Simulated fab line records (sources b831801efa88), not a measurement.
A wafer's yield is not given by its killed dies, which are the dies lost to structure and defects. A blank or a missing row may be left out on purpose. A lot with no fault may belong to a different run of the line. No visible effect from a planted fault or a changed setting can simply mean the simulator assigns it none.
fab line records -- flow sky130
record lots=6, wafers=18, lastDay=50
route steps=708 shown METAL5@671 PASSIVATION@681
lots with no fault: from the same line, run without faults
startH: hours from the record's opening day to when the first of the lot's shown wafers began -- waitH: time in hours since the lot's previous step -- " as in the row above -- L1.1+2: a single row standing in for several wafers -- - no value, or no start given -- * or withheld: withheld -- < > ~ a bound
route shown NAME@n: names a module that has steps shown in the file, with the first one's number in the route -- usual: mean/standard deviation of fault-free wafers -- same: alike in all rows -- chamber/n: place in a boat -- sites: per-site readings -- _std_site: their standard deviation -- _edge_site: inner sites' mean taken away from outer sites' mean -- radiusMm: for every site, how far away it sits from the centre of the wafer -- mask NAME#n: copy n -- behind: the last tool/chamber to shape the wafer -- hold: what put the lot on hold/how long, in hours/how the hold closed -- device: the n, p or np transistor that did not switch -- end of line: tests run on the same wafers once the route is complete -- where a step has no rows: the recipe by itself -- killed: at the first sort, the dies lost to defects and structure; wafer yield is something else -- map: the dies of a wafer, with x for killed, . for not killed, _ for no die there
set.NAME: the run value of the setting; set.NAME@STEP: its run value at that earlier step -- model.NAME: the simulator's own value behind a step, which no gauge read
a table for each step, a row for each wafer; lots at some steps of the route
services: the hour from which a tool's chamber was out of use, counted from the record's first day as startH (under 0 if before that day), plus the number of hours and why
## steps
# step SKY_METAL5_SOFTBAKE_10
# recipe tempC=90, timeS=60, resist=NOVOLAK
# step SKY_METAL5_EXPOSE_11
# recipe maskId=MM5, na=0.6, sourceShape=conventional, sigmaOuter=0.6, polarization=unpolarized, targetCdNm=1600, doseMj=190
# step SKY_METAL5_PEB_12
# recipe tempC=withheld, timeS=*, resist=NOVOLAK
# step SKY_METAL5_DEVELOP_13
# recipe resist=NOVOLAK, developer=TMAH, developTimeS=60, devTempC=23
# step SKY_METAL5_DESCUM_14
# recipe chemistry=O2, sourcePowerW=150, biasPowerW=0, pressureMtorr=10, tempC=40, timeS=11
# usual chamberPressureMTorr=9.998/0.0091, drypumpMotorCurrentA=5.7/0.55, oesProductAu=1.000/0.0073
# same timeS=11
lot.wafer,tool,chamber,startH,waitH,chamberPressureMTorr,drypumpMotorCurrentA,oesProductAu,rfHoursCounterH
L654.1,rieMetal-01,0,1066.07,0.1,9.998,6.1,0.994,0
L654.2,rieMetal-01,1,1066.07,0.1,9.984,6.0,1.003,22
L654.5,rieMetal-01,1,1066.07,0.1,9.998,6.0,1.015,-
L656.1,rieMetal-01,0,1072.42,0.1,10.000,6.1,0.999,1
L656.2,rieMetal-01,1,1072.42,0.1,9.989,6.0,0.997,22
L656.4,rieMetal-01,0,1072.42,0.1,10.009,6.1,0.990,-
L662.1,rieMetal-03,1,1127.38,0.1,9.993,6.7,1.000,15
L662.3,rieMetal-03,1,1127.38,0.1,10.002,6.7,1.004,-
L662.6,rieMetal-03,1,1127.38,0.1,9.994,6.7,1.000,-
L668.2,rieMetal-04,1,1140.97,0.1,9.999,5.2,1.001,21
L668.3,rieMetal-04,0,1140.97,0.1,10.001,5.1,1.005,-
L668.6,rieMetal-04,1,1140.97,0.1,9.998,5.3,1.007,-
L671.1,rieMetal-03,0,1154.27,0.1,9.999,5.7,0.989,20
L671.3,rieMetal-03,1,1154.27,0.1,10.004,6.7,1.002,-
L671.5,rieMetal-03,1,1154.27,0.1,10.023,6.6,0.997,-
L672.1,rieMetal-03,1,1158.27,0.1,10.023,6.7,1.004,18
L672.3,rieMetal-03,0,1158.27,0.1,10.008,5.6,0.992,-
L672.6,rieMetal-03,0,1158.27,0.1,9.991,5.7,0.998,-
# step SKY_METAL5_METAL_ETCH_15
# recipe targetDepthA=12600, stopOn=SiO2, overEtchFrac=0.2, timeS=252, chemistry=Cl2/BCl3, resistSidewallDeg=86, pressureMtorr=10, icpW=900, biasW=48.5, Cl2_flow_sccm=60, bcl3FlowSccm=30
# usual chamberPressureMTorr=10.000/0.0087, drypumpMotorCurrentA=5.7/0.54, oesProductAu=0.894/0.005, throttleValvePct=22.265/0.0098
# same timeS=252
lot.wafer,tool,chamber,startH,waitH,chamberPressureMTorr,drypumpMotorCurrentA,oesProductAu,rfHoursCounterH,throttleValvePct
L654.1,rieMetal-01,0,1066.11,0.0,9.999,6.1,0.892,0,22.257
L654.2,rieMetal-01,1,1066.11,0.0,9.992,6.0,0.886,22,22.267
L654.5,rieMetal-01,1,1066.11,0.0,10.003,6.0,0.888,-,22.245
L656.1,rieMetal-01,0,1072.46,0.0,9.998,6.0,0.891,1,22.268
L656.2,rieMetal-01,1,1072.46,0.0,9.994,6.0,0.889,22,22.266
L656.4,rieMetal-01,0,1072.46,0.0,9.993,6.0,0.890,-,22.274
L662.1,rieMetal-03,1,1127.41,0.0,10.009,6.6,0.902,15,22.249
L662.3,rieMetal-03,1,1127.41,0.0,9.992,6.6,0.901,-,22.265
L662.6,rieMetal-03,1,1127.41,0.0,10.016,6.6,0.899,-,22.264
L668.2,rieMetal-04,1,1141.01,0.0,9.996,5.3,0.897,21,22.269
L668.3,rieMetal-04,0,1141.01,0.0,9.983,5.1,0.900,-,22.269
L668.6,rieMetal-04,1,1141.01,0.0,9.980,5.2,0.891,-,22.254
L671.1,rieMetal-03,0,1154.31,0.0,10.012,5.7,0.886,20,22.247
L671.3,rieMetal-03,1,1154.31,0.0,9.994,6.6,0.888,-,22.270
L671.5,rieMetal-03,1,1154.31,0.0,9.998,6.6,0.889,-,22.258
L672.1,rieMetal-03,1,1158.31,0.0,10.013,6.6,0.892,18,22.266
L672.3,rieMetal-03,0,1158.31,0.0,9.984,5.6,0.891,-,22.258
L672.6,rieMetal-03,0,1158.31,0.0,9.994,5.7,0.883,-,22.260
# step SKY_METAL5_STRIP_16
# recipe chemistry=O2/N2, powerW=1400, pressureMtorr=1500, platenTempC=withheld, o2FlowSccm=3000, n2FlowSccm=300, overashFraction=0.5
# usual chamberPressureMTorr=1499.8/1.3, drypumpMotorCurrentA=5.7/0.36, oesProductAu=0.710/0.0045, stripTimeToEndpointS=13.09/0.098
lot.wafer,tool,chamber,startH,waitH,chamberPressureMTorr,drypumpMotorCurrentA,oesProductAu,rfHoursCounterH,stripTimeToEndpointS
L654.1,plasmaAsher-03,0,1066.34,0.2,1499.8,4.9,0.709,0,12.98
L654.2,plasmaAsher-03,1,1066.34,0.2,1499.7,5.8,0.704,0,12.94
L654.5,plasmaAsher-03,0,1066.34,0.2,1498.2,4.9,0.714,-,12.99
L656.1,plasmaAsher-02,1,1072.69,0.2,1499.5,5.8,0.708,98,13.13
L656.2,plasmaAsher-02,0,1072.69,0.2,1501.8,5.7,0.705,98,13.09
L656.4,plasmaAsher-02,0,1072.69,0.2,1500.2,5.7,0.711,-,13.06
L662.1,plasmaAsher-01,1,1127.65,0.2,1499.0,5.9,0.709,39,13.03
L662.3,plasmaAsher-01,1,1127.65,0.2,1500.3,5.9,0.702,-,12.94
L662.6,plasmaAsher-01,1,1127.65,0.2,1501.1,5.9,0.714,-,12.86
L668.2,plasmaAsher-01,1,1141.24,0.2,1497.1,5.9,0.714,40,13.00
L668.3,plasmaAsher-01,1,1141.24,0.2,1500.0,5.9,0.712,-,13.06
L668.6,plasmaAsher-01,1,1141.24,0.2,1500.8,5.9,0.708,-,13.06
L671.1,plasmaAsher-01,0,1154.54,0.2,1499.9,5.8,0.709,42,13.24
L671.3,plasmaAsher-01,1,1154.54,0.2,1500.8,5.9,0.704,-,13.01
L671.5,plasmaAsher-01,1,1154.54,0.2,1499.4,5.9,0.706,-,13.09
L672.1,plasmaAsher-03,0,1158.54,0.2,1499.0,4.9,0.710,9,13.06
L672.3,plasmaAsher-03,0,1158.54,0.2,1500.5,4.9,0.706,-,13.19
L672.6,plasmaAsher-03,0,1158.54,0.2,1498.8,4.9,0.707,-,13.23
# step SKY_METAL5_STRIP_17
# recipe chemistry=postEtchResidueRemover, timeS=1200, tempC=72.5
# step SKY_METAL5_CLEAN_18
# recipe chemistry=IPA, timeS=180, tempC=25
# step SKY_METAL5_CLEAN_19
# recipe chemistry=O3/DIW, dry=n2Spin
# step SKY_PASSIVATION_CVD_00
# recipe material=SiO2, targetThkNm=90, tempC=400, timeS=withheld, rfW=600
# usual heaterPowerW=626/100
lot.wafer,tool,chamber,startH,waitH,heaterPowerW
L654.1,pecvd-04,0,1066.93,0.0,643
L654.2,pecvd-04,2,1066.93,0.0,589
L654.5,pecvd-04,2,1066.93,0.0,463
L656.1,pecvd-01,1,1073.28,0.0,547
L656.2,pecvd-01,2,1073.28,0.0,665
L656.4,pecvd-01,2,1073.28,0.0,687
L662.1,pecvd-02,2,1128.24,0.0,655
L662.3,pecvd-02,0,1128.24,0.0,596
L662.6,pecvd-02,2,1128.24,0.0,657
L668.2,pecvd-02,2,1141.86,0.0,632
L668.3,pecvd-02,1,1141.86,0.0,630
L668.6,pecvd-02,2,1141.86,0.0,635
L671.1,pecvd-01,0,1155.23,0.0,864
L671.3,pecvd-01,1,1155.23,0.0,593
L671.5,pecvd-01,2,1155.23,0.0,679
L672.1,pecvd-01,2,1159.20,0.0,618
L672.3,pecvd-01,1,1159.20,0.0,490
L672.6,pecvd-01,1,1159.20,0.0,493
# step SKY_PASSIVATION_THK_MEAS_01
# recipe reads=SiO2_of_PASSIVATION_CVD_00
# usual PASSIVATION_CVD_00_THK=90.2/1.2
lot.wafer,tool,chamber,startH,waitH,PASSIVATION_CVD_00_THK[nm]
L654.1,filmMetro-03,-,1066.96,-,88.5
L654.2,filmMetro-03,-,1066.96,-,89.0
L654.5,filmMetro-03,-,1066.96,-,90.1
L656.1,filmMetro-02,-,1073.35,-,89.0
L656.2,filmMetro-02,-,1073.35,-,88.5
L656.4,filmMetro-02,-,1073.35,-,90.6
L662.1,filmMetro-04,-,1128.27,-,89.7
L662.3,filmMetro-04,-,1128.27,-,89.7
L662.6,filmMetro-04,-,1128.27,-,91.1
L668.2,filmMetro-04,-,1141.90,-,90.9
L668.3,filmMetro-04,-,1141.90,-,90.3
L668.6,filmMetro-04,-,1141.90,-,92.5
L671.1,filmMetro-04,-,1155.25,-,89.0
L671.3,filmMetro-04,-,1155.25,-,89.2
L671.5,filmMetro-04,-,1155.25,-,89.9
L672.1,filmMetro-04,-,1159.23,-,91.0
L672.3,filmMetro-04,-,1159.23,-,90.1
L672.6,filmMetro-04,-,1159.23,-,92.3
# step SKY_PASSIVATION_CVD_02
# recipe material=Si3N4, targetThkNm=540, tempC=400, timeS=withheld, rfW=450
# usual heaterPowerW=682/100
lot.wafer,tool,chamber,startH,waitH,heaterPowerW,model.Si3N4_of_PASSIVATION_CVD_02.thkNm
L654.1,pecvd-01,2,1067.02,0.1,836,535.8
L654.2,pecvd-01,1,1067.02,0.1,646,527
L654.5,pecvd-01,2,1067.02,0.1,717,540.4
L656.1,pecvd-04,0,1073.41,0.1,757,529.9
L656.2,pecvd-04,2,1073.41,0.1,636,532.7
L656.4,pecvd-04,2,1073.41,0.1,524,537.5
L662.1,pecvd-01,1,1128.33,0.1,588,964.3
L662.3,pecvd-01,0,1128.33,0.1,907,967.4
L662.6,pecvd-01,2,1128.33,0.1,846,986.4
L668.2,pecvd-01,2,1141.95,0.0,745,968.4
L668.3,pecvd-01,0,1141.95,0.0,885,964.6
L668.6,pecvd-01,1,1141.95,0.0,625,975.7
L671.1,pecvd-02,1,1155.31,0.1,690,530
L671.3,pecvd-02,2,1155.31,0.1,720,534.1
L671.5,pecvd-02,0,1155.31,0.1,771,541.5
L672.1,pecvd-02,0,1159.29,0.1,709,534.9
L672.3,pecvd-02,1,1159.29,0.1,626,533.9
L672.6,pecvd-02,2,1159.29,0.1,577,544
# step SKY_PASSIVATION_THK_MEAS_03
# recipe reads=Si3N4_of_PASSIVATION_CVD_02
# usual PASSIVATION_CVD_02_THK=540/6.4
lot.wafer,tool,chamber,startH,waitH,hold,PASSIVATION_CVD_02_THK[nm]
L654.1,filmMetro-03,-,1067.36,-,-,536
L654.2,filmMetro-03,-,1067.36,-,-,527
L654.5,filmMetro-03,-,1067.36,-,-,541
L656.1,filmMetro-02,-,1073.89,-,-,530
L656.2,filmMetro-02,-,1073.89,-,-,533
L656.4,filmMetro-02,-,1073.89,-,-,538
L662.1,filmMetro-02,-,1128.55,-,awaitDispo/0.2h/release,964
L662.3,filmMetro-02,-,1128.55,-,awaitDispo/0.2h/release,968
L662.6,filmMetro-02,-,1128.55,-,awaitDispo/0.2h/release,986
L662.1,filmMetro-02,-,1128.78,0.2,-,964
L662.3,filmMetro-02,-,1128.78,0.2,-,967
L662.6,filmMetro-02,-,1128.78,0.2,-,985
L668.2,filmMetro-03,-,1142.18,-,awaitDispo/0.2h/release,968
L668.3,filmMetro-03,-,1142.18,-,awaitDispo/0.2h/release,964
L668.6,filmMetro-03,-,1142.18,-,awaitDispo/0.2h/release,976
L668.2,filmMetro-03,-,1142.41,0.2,-,968
L668.3,filmMetro-03,-,1142.41,0.2,-,965
L668.6,filmMetro-03,-,1142.41,0.2,-,976
L671.1,filmMetro-03,-,1155.54,-,-,530
L671.3,filmMetro-03,-,1155.54,-,-,534
L671.5,filmMetro-03,-,1155.54,-,-,542
L672.1,filmMetro-03,-,1159.51,-,-,535
L672.3,filmMetro-03,-,1159.51,-,-,534
L672.6,filmMetro-03,-,1159.51,-,-,544
## services
tool,chamber,startH,hours,kind
pecvd-02,0,1045.94,16.5,scheduledDown
plasmaAsher-03,-,1055.25,9.0,pm
plasmaAsher-03,0,1055.25,9.0,ventCycle
plasmaAsher-03,1,1055.25,9.0,ventCycle
pecvd-04,1,1061.05,13.1,repair
plasmaAsher-03,0,1064.25,-,clean
plasmaAsher-03,1,1064.25,-,clean
pecvd-01,0,1066.96,5.5,scheduledDown
plasmaAsher-01,-,1070.76,2.4,repair
pecvd-01,2,1071.84,-,calibration
pecvd-01,2,1077.33,39.0,repair
plasmaAsher-03,-,1100.52,0.3,repair
pecvd-04,-,1138.00,6.0,pm
pecvd-01,-,1143.48,2.8,pm
plasmaAsher-02,-,1148.97,9.8,repair
pecvd-02,2,1150.18,2.1,scheduledDown
plasmaAsher-01,-,1158.46,0.6,repair
## key
firstSign step=SKY_PASSIVATION_THK_MEAS_03, reading=visit, direction=added
effect step=SKY_PASSIVATION_THK_MEAS_03, reading=PASSIVATION_CVD_02_THK, direction=up, sigmas=68, usual=540, struck=971
modelEffect step=SKY_PASSIVATION_CVD_02, value=Si3N4_of_PASSIVATION_CVD_02.thkNm, without=539.9, struck=971.1
metAt SKY_PASSIVATION_CVD_02
struckWafers L662.1,L662.3,L662.6,L668.2,L668.3,L668.6
scrappedBehind SKY_PASSIVATION_THK_MEAS_03 L662.1,L662.3,L662.6,L668.2,L668.3,L668.6
onsetBetween 1067.02 1128.33
alsoFits SKY_PASSIVATION_CVD_00:pecvd-02
fault kind=processParameterDrift, tool=pecvd-01, chamber=-, onsetH=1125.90, steps=SKY_PASSIVATION_CVD_02, channel=targetThkNm, offset=432.34, shape=step, endH=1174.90, actsIn=theseRecipesOnly, stated=540
